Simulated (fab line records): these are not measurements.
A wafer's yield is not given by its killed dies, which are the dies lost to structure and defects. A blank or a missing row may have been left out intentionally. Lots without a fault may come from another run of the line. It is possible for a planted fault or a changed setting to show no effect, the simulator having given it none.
Chamber matching -- flow gf180mcu -- GF_V1_ETCH_16 on rie-diel-03 has 4 sister chambers
The step etches BARC in N2/H2. 4 wafers are shown with their chamber, then 9 later ones without.

EACH WAFER AND ITS CHAMBER
wafer,chamber,drypump-motor-current-A (A)
L079.3,0,5.8
L082.1,3,5.0
L085.3,1,5.7
L085.6,2,6.5

WAFERS WITH NO CHAMBER GIVEN
wafer,drypump-motor-current-A (A)
L087.3,6.5
L087.4,5.0
L087.6,6.4
L088.1,5.7
L088.4,5.0
L088.5,5.8
L094.1,5.0
L094.2,5.8
L094.5,6.4

CHAMBER TAKEN BY EACH
wafer,from the rows above,in truth
L087.3,2,2
L087.4,3,3
L087.6,2,2
L088.1,1,1
L088.4,3,3
L088.5,0,0
L094.1,3,3
L094.2,0,0
L094.5,2,2
9 of 9 placed correctly. Can't be placed from these rows: 0. 0 placed wrongly.
How it was worked out, from the rows above alone: a wafer's distance from a chamber is the root of the sum, over the readings, of the square of ((its reading less the chamber's mean) divided by the reading's scatter). The wafer belongs to the nearest chamber; if the next one is less than 2 further off, it can't be placed. Each chamber's mean is taken over the wafers shown for it. The scatter: with one shown wafer a chamber, the root of the mean of the squares of how far each hidden wafer lies from its nearest shown one.
